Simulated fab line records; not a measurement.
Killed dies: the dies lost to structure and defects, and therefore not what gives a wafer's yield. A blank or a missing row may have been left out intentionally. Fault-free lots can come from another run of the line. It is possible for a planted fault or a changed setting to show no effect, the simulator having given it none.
Problem report in the 8D (eight disciplines) form, filled by code || flow sky130 || the parts of the form that need people (team, actions taken, sign-off) are left out

1. THE ISSUE
Wafers without a fault read 22.99 C, standard deviation 0.1; developer_temp_C at SKY_SD_N_DEVELOP_06 reads a mean of 22.04 C on 6 wafers belonging to 2 lots. Relative to the usual mean, that is a shift of -9.5 standard deviations.
The step: develop time 60 s.
First seen on wafer L121.1, day 32 11:34, on litho_track-04. At this step, 39 wafers from 13 lots have a number in the record. Rule for "out", or "out of limits": more than 4 standard deviations from the usual mean. The rest of the wafers with a number are treated as sound.

2. WHAT IT IS, WHAT IT ISN'T
{"question": "which readings at this step", "is": "developer_temp_C", "is not": "-"}
{"question": "which lots", "is": "L121, L130", "is not": "L114, L115, L116, L117, L118, L120, L131, L132, L133, L136, L137"}
{"question": "which wafers of those lots", "is": "all that have a number", "is not": "-"}
{"question": "read on which tools", "is": "litho_track-04", "is not": "litho_track-02, litho_track-03"}
{"question": "when", "is": "from day 32 11:34", "is not": "up to then (18 sound wafers); but 15 sound wafers of L131, L132, L133, L136, L137 came after"}

3. SUSPECTS, AND WHAT RULES EACH OUT
Counting: a tool at a process step up to the reading stays a suspect if it ran every lot that is out and no sound lot after the first of them.
- litho_track-04 at SKY_SD_N_DEVELOP_06 (develop time 60 s): kept. All lots that are out passed through it, beginning with L121 at day 32 11:34, and no sound lot followed; its final sound lot before that point was L117 at day 29 00:31. Its own readings are out on those wafers: developer_temp_C.
Left after counting: litho_track-04 at SKY_SD_N_DEVELOP_06.

4. THE CAUSE (what the simulator had put in)
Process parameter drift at SKY_SD_N_DEVELOP_06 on litho_track-04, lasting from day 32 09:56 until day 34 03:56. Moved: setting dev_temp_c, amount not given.
The count eliminated every tool but this one.

5. THE EFFECT CHAIN, in route order
One row per reading whose mean, taken over the struck wafers that have a number, lies over 3 standard deviations from the usual. Readings are gone through only where the record gives a usual standard deviation; hours: the median, over the lots, of the time from a lot's start at the first step in this table giving one to that lot's start at this step; sigmas: the change measured in usual standard deviations.
{"hours": 0, "step": "SKY_SD_N_DEVELOP_06", "reading": "developer_temp_C", "usual": "22.99 C", "on struck wafers": 22.04, "change": -0.95, "sigmas": -9.5}
It contains these process steps:
- SKY_SD_N_DEVELOP_06: develop time 60 s.
Later measuring or inspecting steps at which every struck wafer that the step has a row for has a number for every such reading, and none has moved that far: SKY_SD_N_OVL_MEAS_08.

6. WHAT WOULD HAVE CAUGHT IT SOONER
2 hours passed between the start of the fault at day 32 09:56 and the first reading out of limits in this record, taken at day 32 11:34.
